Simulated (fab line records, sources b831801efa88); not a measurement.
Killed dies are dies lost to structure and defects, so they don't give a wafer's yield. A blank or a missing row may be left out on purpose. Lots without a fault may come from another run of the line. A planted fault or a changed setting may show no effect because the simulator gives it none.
Chamber matching | flow sky130 | SKY_VIA2_CMP_02 on cmp-01: 4 sister chambers
The step polishes SiO2. 8 wafers are shown with their chamber, then 6 later ones without.

WAFERS WITH THEIR CHAMBER
wafer  | chamber | motor_current_A (A) | platen_rpm (rpm)
L558.3 | 3       | 11.8                | 59.98
L561.6 | 3       | 11.8                | 60.01
L565.1 | 0       | 11.4                | 60.01
L577.3 | 2       | 14.2                | 60.01
L577.5 | 1       | 10.3                | 60.04
L579.2 | 0       | 11.5                | 60.02
L579.5 | 1       | 10.0                | 59.99
L579.6 | 2       | 14.2                | 60.01

WAFERS WITHOUT THEIR CHAMBER
wafer  | motor_current_A (A) | platen_rpm (rpm)
L578.1 | 13.8                | 60.05
L578.2 | 11.7                | 59.96
L578.4 | 10.3                | 59.99
L580.1 | 10.5                | 59.95
L580.3 | 14.2                | 60.05
L580.5 | 13.8                | 60.06

WHICH CHAMBER EACH WENT THROUGH
wafer  | from the rows above     | in truth
L578.1 | 2                       | 2
L578.2 | can't be placed: 3 or 0 | 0
L578.4 | 1                       | 1
L580.1 | 1                       | 1
L580.3 | 2                       | 2
L580.5 | 2                       | 2
Placed correctly: 5 of 6. Can't be placed from these rows: 1 (the true chamber is among the candidates in 1). Placed wrongly: 0.
How it was worked out, from the rows above alone: a wafer's distance from a chamber is the root of the sum, over the readings, of the square of ((its reading less the chamber's mean) divided by the reading's scatter). The wafer belongs to the nearest chamber; if the next one is less than 2 further off, it can't be placed. A chamber's mean is the mean of its shown wafers. The scatter: the root of (the sum of the squares of (reading less its chamber's mean) over the shown wafers, divided by (wafers less chambers)).
